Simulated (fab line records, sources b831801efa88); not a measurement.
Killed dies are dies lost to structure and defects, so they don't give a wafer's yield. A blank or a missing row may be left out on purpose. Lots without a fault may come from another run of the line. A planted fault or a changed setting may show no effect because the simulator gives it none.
Chamber matching | flow sky130 | SKY_CAP2M_CVD_00 on pecvd-02: 3 sister chambers
The step deposits SiO2, target thk 15.5 nm. 18 wafers are shown with their chamber, then 9 later ones without.

WAFERS WITH THEIR CHAMBER
wafer  | chamber | heater_power_w (W)
L074.1 | 2       | 829
L074.2 | 1       | 772
L074.3 | 0       | 621
L078.3 | 1       | 795
L078.5 | 2       | 722
L078.6 | 1       | 800
L079.1 | 2       | 804
L079.3 | 0       | 621
L079.4 | 2       | 794
L081.3 | 0       | 589
L081.5 | 2       | 724
L081.6 | 0       | 605
L088.2 | 1       | 745
L088.4 | 1       | 742
L088.6 | 0       | 597
L090.1 | 0       | 587
L090.3 | 2       | 773
L090.6 | 2       | 766

SIGNATURES (means of the wafers above)
reading        | chamber 0 | chamber 1 | chamber 2 | scatter within a chamber
heater_power_w | 603.33    | 770.80    | 773.14    | 30.2
Rule: a wafer's distance from a chamber is the root of the sum, over the readings, of the square of ((its reading less the chamber's mean) divided by the reading's scatter). The wafer belongs to the nearest chamber; if the next one is less than 2 further off, it can't be placed. The scatter: the root of (the sum of the squares of (reading less its chamber's mean) over the shown wafers, divided by (wafers less chambers)).

WAFERS WITHOUT THEIR CHAMBER
wafer  | heater_power_w (W)
L092.1 | 785
L092.2 | 774
L092.6 | 764
L094.2 | 816
L094.4 | 734
L094.5 | 624
L095.2 | 820
L095.3 | 719
L095.4 | 538

WHICH CHAMBER EACH WENT THROUGH
wafer  | from the rows above     | in truth
L092.1 | can't be placed: 2 or 1 | 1
L092.2 | can't be placed: 2 or 1 | 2
L092.6 | can't be placed: 1 or 2 | 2
L094.2 | can't be placed: 2 or 1 | 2
L094.4 | can't be placed: 1 or 2 | 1
L094.5 | 0                       | 0
L095.2 | can't be placed: 2 or 1 | 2
L095.3 | can't be placed: 1 or 2 | 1
L095.4 | 0                       | 0
Placed correctly: 2 of 9. Can't be placed from these rows: 7 (the true chamber is among the candidates in 7). Placed wrongly: 0.
